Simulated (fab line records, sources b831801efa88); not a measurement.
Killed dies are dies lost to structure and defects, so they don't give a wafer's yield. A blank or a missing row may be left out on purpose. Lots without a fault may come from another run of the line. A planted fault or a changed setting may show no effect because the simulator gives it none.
Problem report in the 8D (eight disciplines) form, filled by code | flow sky130 | the parts of the form that need people (team, actions taken, sign-off) are left out

1. THE PROBLEM
CAP2M_TIN_RS at SKY_CAP2M_RS_MEAS_03 reads a mean of 6.04 ohm/sq on 2 wafers of 2 lots; wafers without a fault read 6.94 ohm/sq with a standard deviation of 0.072. That is -12 standard deviations from the usual mean.
The step: measures by four-point-probe.
First seen on wafer L298.1, day 42 19:38, on film_metro-01. The record holds 30 wafers of 10 lots with a number at this step. Rule for "out", or "out of limits": more than 4 standard deviations from the usual mean. The other wafers with a number count as sound.

2. WHAT IT IS AND WHAT IT IS NOT
question                    | is                | is not
which readings at this step | CAP2M_TIN_RS      | -
which lots                  | L298, L299        | L291, L293, L295, L302, L305, L309, L310, L311
which wafers of those lots  | L298.1, L299.6    | L298.4, L298.5, L299.4, L299.5
read on which gauges        | film_metro-01     | film_metro-02, film_metro-04
when                        | from day 42 19:38 | up to then (11 sound wafers); but 17 sound wafers of L299, L302, L305, L309, L310, L311 came after

3. SUSPECTS, AND WHAT RULES EACH OUT
Counting: a tool at a process step up to the reading stays a suspect if it ran every lot that is out. Sound lots after the first of them don't rule it out here, since some wafers of a struck lot are sound.
- the gauge at SKY_CAP2M_RS_MEAS_03: ruled out. All the wafers that are out were read on film_metro-01, but those of them that SKY_CAP2M_SPUTTER_02 has rows for are out there too, on other tools.
- pvd_sputter-02 at SKY_METAL3_SPUTTER_03 (material Ti, target thk 5 nm, time 3.3 s): kept. It ran every lot that is out, first L298 (day 39 15:09); its last sound lot up to then is L295 (day 38 07:12).
- pvd_sputter-02 at SKY_CAP2M_SPUTTER_02 (material TiN, target thk 200 nm, time 166.7 s): kept. It ran every lot that is out, first L298 (day 42 19:32); its last sound lot up to then is L295 (day 41 12:44). Its own readings are out on those wafers: cathode_dc_power_W.
Left after counting: pvd_sputter-02 at SKY_METAL3_SPUTTER_03, pvd_sputter-02 at SKY_CAP2M_SPUTTER_02.

4. THE CAUSE (what the simulator had put in)
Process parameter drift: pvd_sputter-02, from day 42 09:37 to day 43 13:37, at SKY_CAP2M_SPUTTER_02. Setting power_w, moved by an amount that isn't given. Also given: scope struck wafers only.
Counting left 2 suspects, and this tool is among them.

5. THE CHAIN OF EFFECTS, in route order
Each row: a reading whose mean over the struck wafers that have a number lies more than 3 standard deviations from the usual. Only readings for which the record gives a usual standard deviation are gone through. hours: the time from each lot's start at the first step in this table that gives one to its start at this step, as a median over the lots. sigmas: the change in usual standard deviations.
hours | step                    | reading              | usual       | on struck wafers | change | sigmas
0     | SKY_CAP2M_SPUTTER_02    | cathode_dc_power_W   | 6499.9 W    | 7450.6           | +950.7 | +99 or more
0     | SKY_CAP2M_RS_MEAS_03    | CAP2M_TIN_RS         | 6.94 ohm/sq | 6.04             | -0.90  | -12
0     | SKY_CAP2M_THK_MEAS_04   | CAP2M_TIN_THK        | 200.8 nm    | 230.7            | +29.8  | +12
23    | SKY_CAP2M_METAL_ETCH_13 | oes_product_au       | 0.940 a.u.  | 0.995            | +0.055 | +7.7
132   | SKY_PAD_OPEN_PROBE_99   | defect_limited_yield | 82.6 %      | 13.0             | -69.6  | -39
132   | SKY_PAD_OPEN_PROBE_99   | killed_at_other      | 0.2         | 342.5            | +342.3 | +99 or more
132   | SKY_PAD_OPEN_PROBE_99   | killed_dies          | 86          | 428              | +342   | +38
132   | SKY_PAD_OPEN_PROBE_99   | killed_on_rim        | 17          | 94               | +78    | +21
The process steps in it:
- SKY_CAP2M_SPUTTER_02: material TiN, target thk 200 nm, time 166.7 s.
- SKY_CAP2M_METAL_ETCH_13: etches TiN in Cl2/BCl3, stops on SiO2, target depth 220 nm, time 62.9 s.
- SKY_PAD_OPEN_PROBE_99

6. WHAT WOULD HAVE CAUGHT IT SOONER
In this record the first reading out of limits at a measuring or inspecting step was taken at day 42 19:38, 10 hours after the fault began at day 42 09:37.
The tool's own readings at SKY_CAP2M_SPUTTER_02 were out on every struck wafer that the step has a row for (cathode_dc_power_W): an alarm limit on them would have fired on the first of those.
Of the lots that are out (2), L299 began SKY_CAP2M_SPUTTER_02 on pvd_sputter-02 after day 42 19:38. A hold on the tool at that time would have spared it.
